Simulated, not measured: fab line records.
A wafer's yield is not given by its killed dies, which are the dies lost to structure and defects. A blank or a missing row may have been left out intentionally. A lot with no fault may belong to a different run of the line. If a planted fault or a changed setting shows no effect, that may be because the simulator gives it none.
A struck lot beside a sound one    flow sky130    36 out of 708 route steps
Sound: these wafers, L794.2, L794.3, L794.5. Wafers struck: L804.2, L804.3, L804.5. At the end, the cause is stated.
At each step with rows: each side's tool, then ch and its chambers, then its first start. Under that, the readings that differ: sound wafers    struck wafers    difference of the means    sigmas: that difference in standard deviations of wafers without a fault.
alike: readings with means less than 2 such deviations apart, plus words and numbers identical on both sides. not compared: withheld readings, readings lacking a value on some wafer, bounds such as >300 that could conceal the same value, and numbers that have no deviation in the record and whose values overlap.
Wherever a step has rows on one side only, a row that says differs or no value, or a row with sigmas, the two part there. Numbers that have no deviation but don't overlap get no sigmas and don't part them. Lack of a reading on every wafer of one side parts them only where that side has two or more wafers.

first, 9 steps without rows for these wafers: SKY_CAPM_SPUTTER_02 (material TiN, target thk 200 nm, time 166.7 s); SKY_CAPM_DEHYDRATE_05 (time 60 s); SKY_CAPM_HMDS_06 (prime time 60 s); SKY_CAPM_COAT_07 (resist thk 1140 nm); SKY_CAPM_SOFTBAKE_08 (time 60 s); SKY_CAPM_EXPOSE_09 (exposes mask CAPM, target cd 1000 nm); SKY_CAPM_PEB_10; SKY_CAPM_DEVELOP_11 (develop time 61.76 s); SKY_CAPM_METAL_ETCH_13 (etches TiN in Cl2/BCl3, stops on SiO2, target depth 220 nm, time 62.9 s).
SKY_CAPM_STRIP_14: strips in O2/N2.
  sound on plasma-asher-01 ch 0,1, day 41 02:36; struck on plasma-asher-01 ch 1, day 43 21:45
  alike: drypump-motor-current-A, o2-flow-sccm, oes-product-au, strip-time-to-endpoint-s
  not compared: rf-hours-counter-h
then, 25 steps without rows for these wafers: SKY_CAPM_STRIP_15 (strips in post etch residue remover, time 1200 s); SKY_CAPM_CLEAN_16 (cleans in IPA, time 180 s); SKY_CAPM_CLEAN_17 (cleans in O3/DIW); SKY_METAL3_DEHYDRATE_05 (time 60 s); SKY_METAL3_HMDS_06 (prime time 60 s); SKY_METAL3_COAT_07 (resist thk 60 nm); SKY_METAL3_COAT_08 (resist thk 1140 nm); SKY_METAL3_SOFTBAKE_09 (time 90 s); SKY_METAL3_EXPOSE_10 (exposes mask MM3, target cd 300 nm); SKY_METAL3_PEB_11; SKY_METAL3_DEVELOP_12 (develop time 60 s); SKY_METAL3_DESCUM_15 (chemistry O2, time 8 s); SKY_METAL3_ETCH_16 (etches BARC in N2/H2, stops on SiO2, time 88.2 s, target depth 60 nm); SKY_METAL3_ETCH_17 (etches SiO2 in C4F8/O2/Ar, stops on TiN, time 3.9 s, target depth 15 nm); SKY_METAL3_METAL_ETCH_18 (etches the open film in Cl2/BCl3, stops on SiO2, target depth 845 nm, time 183.1 s); SKY_METAL3_STRIP_19 (strips in O2/N2); SKY_METAL3_STRIP_20 (strips in post etch residue remover, time 1200 s); SKY_METAL3_CLEAN_21 (cleans in IPA, time 180 s); SKY_METAL3_CLEAN_22 (cleans in O3/DIW); SKY_VIA3_HDPCVD_00 (deposits SiO2, target thk 1635 nm, time 272.5 s); SKY_VIA3_CMP_02 (polishes SiO2); SKY_VIA3_DEHYDRATE_04 (time 60 s); SKY_VIA3_HMDS_05 (prime time 60 s); SKY_VIA3_COAT_06 (resist thk 60 nm); SKY_VIA3_COAT_07 (resist thk 450 nm).
-- the record jumps here: 7 days lie between the struck wafers' starts before and after (it left off in module VIA3 and takes up again in module PAD_OPEN, whose first step shown is number 708 of the route) --
SKY_PAD_OPEN_PROBE_99:
  sound on prober-01 at day 48 19:41; struck on prober-01 at day 50 18:01
reading                                sound               struck             difference  sigmas
defect-limited-yield (%)               83.7 83.5 80.3      72.8 72.0 70.5     -10.7       -6
killed-at-other                        0 0 2               57 44 52           +50         +81
killed-dies                            80 81 97            134 138 145        +53         +6
sort_bin_3_pad_short (%)               0.2 0.6 1.2         2.2 2.4 2.8        +1.8        +4
sort_bin_5_function (%)                10.2 9.8 12.0       17.9 18.3 17.7     +7.3        +5
sort-n-pass                            412 411 395         358 354 347        -53         -6
sort-yield-pct (%)                     83.7 83.5 80.3      72.8 72.0 70.5     -10.7       -6
model.etest.tester.sort-n-pass         412 411 395         358 354 347        -53         
model.etest.tester.sort-yield-pct (%)  83.74 83.54 80.28   72.76 71.95 70.53  -10.77      
model.etest.tester.sort_bin_5_pct (%)  10.16 9.756 11.99   17.89 18.29 17.68  +7.32       
model.etest.tester.sort_bin_3_pct (%)  0.2033 0.6098 1.22  2.236 2.439 2.846  +1.829      
  alike: killed_at_M0_to_M3, killed_at_M4_up, killed-at-contacts, killed-at-front-end, killed-open, killed-short, sort_bin_6_memory

## WHERE THEY PART
Only at SKY_PAD_OPEN_PROBE_99, within this record.

WHY: what had been put in by the simulator
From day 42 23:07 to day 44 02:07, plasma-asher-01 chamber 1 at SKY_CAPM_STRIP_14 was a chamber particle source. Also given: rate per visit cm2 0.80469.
